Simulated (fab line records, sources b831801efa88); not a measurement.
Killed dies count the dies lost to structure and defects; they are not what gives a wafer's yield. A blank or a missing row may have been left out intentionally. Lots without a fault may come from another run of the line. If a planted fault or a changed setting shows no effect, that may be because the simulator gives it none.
8D (eight disciplines) problem report, filled in by code || flow sfq_line || the parts of the form that need people (team, actions taken, sign-off) are left out

## 1. THE ISSUE
M8_AU_RS at SFQ_M8_RS_MEAS_949 reads a mean of 0.1657 ohm/sq on 1 wafer of 1 lot; wafers without a fault read 0.1541 ohm/sq with a standard deviation of 0.0019. Relative to the usual mean, that is a shift of +6.1 standard deviations.
The step: measures by four-point-probe.
The first sign was on wafer L462.3 at day 80 22:55, on film_metro-02. The record has a number at this step for 38 wafers belonging to 13 lots. Rule for "out" (also "out of limits"): further than 4 standard deviations from the usual mean. Any other wafer with a number is counted as sound.

## 2. WHAT THIS IS AND IS NOT
{"question": "which readings at this step", "is": "M8_AU_RS", "is not": "-"}
{"question": "which lots", "is": "L462", "is not": "L445, L446, L447, L448, L449, L452, L453, L455, L456, L457, L459, L460"}
{"question": "which wafers of those lots", "is": "L462.3", "is not": "L462.5"}
{"question": "read on which gauges", "is": "film_metro-02", "is not": "film_metro-01, film_metro-03"}
{"question": "when", "is": "from day 80 22:55", "is not": "up to then (37 sound wafers)"}

## 3. THE SUSPECTS, EACH WITH WHAT RULES IT OUT
Counting: if a tool at a process step up to the reading ran every lot that is out, it stays a suspect. Sound lots after the first of them don't rule it out here, since some wafers of a struck lot are sound.
- the gauge at SFQ_M8_RS_MEAS_949: kept. All the wafers that are out were read on film_metro-02, and no step on other tools shows them out.
- film_metro-01 at SFQ_TRILAYER_I2_METRO_MEASURE_065: kept. It ran the lot that is out, L462 (day 32 09:44); its last sound lot up to then is L459 (day 32 04:56).
- rie_metal-04 at SFQ_TRILAYER_M5_ETCH_METAL_ETCH_126 (etches Nb in Cl2/BCl3, stops on SiO2, time 203.2 s, target depth 265 nm): kept. It ran the lot that is out, L462 (day 60 12:03); its last sound lot up to then is L459 (day 60 08:27).
- pvd_sputter-02 at SFQ_TRILAYER_M8_DEP_EVAP_196 (material Au, target thk 180 nm, time 900 s): kept. It ran the lot that is out, L462 (day 80 22:21); its last sound lot up to then is L460 (day 80 15:01).
Left after counting: film_metro-01 at SFQ_TRILAYER_I2_METRO_MEASURE_065, rie_metal-04 at SFQ_TRILAYER_M5_ETCH_METAL_ETCH_126, pvd_sputter-02 at SFQ_TRILAYER_M8_DEP_EVAP_196, film_metro-02 at SFQ_M8_RS_MEAS_949.

## 4. THE CAUSE (what the simulator had put in)
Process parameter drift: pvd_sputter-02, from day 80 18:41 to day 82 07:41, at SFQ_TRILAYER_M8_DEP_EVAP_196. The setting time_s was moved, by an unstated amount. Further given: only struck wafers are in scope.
Counting leaves 4 suspects; this tool is one of them.

## 5. THE CHAIN OF EFFECTS, in route order
Each row: a reading where the mean over the struck wafers with a number is more than 3 standard deviations away from the usual. Only readings whose record carries a usual standard deviation are examined. hours: median over the lots of the time between each lot's start at the first step of this table that gives one and its start at this step. sigmas: the change, counted in usual standard deviations.
{"hours": 0, "step": "SFQ_M8_RS_MEAS_949", "reading": "M8_AU_RS", "usual": "0.1541 ohm/sq", "on struck wafers": 0.1657, "change": "+0.0116", "sigmas": "+6.1"}
{"hours": 7, "step": "SFQ_M8_THK_MEAS_950", "reading": "M8_AU_THK", "usual": "182.5 nm", "on struck wafers": 169.6, "change": -12.9, "sigmas": -5.2}

## 6. WHAT WOULD HAVE CAUGHT IT SOONER
In this record the first reading out of limits at a measuring or inspecting step was taken at day 80 22:55, 4 hours after the fault began at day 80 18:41.
Each of the lots that are out, 1 in all, had begun SFQ_TRILAYER_M8_DEP_EVAP_196 on pvd_sputter-02 no later than day 80 22:55. None of them would have been spared by holding the tool at that moment.
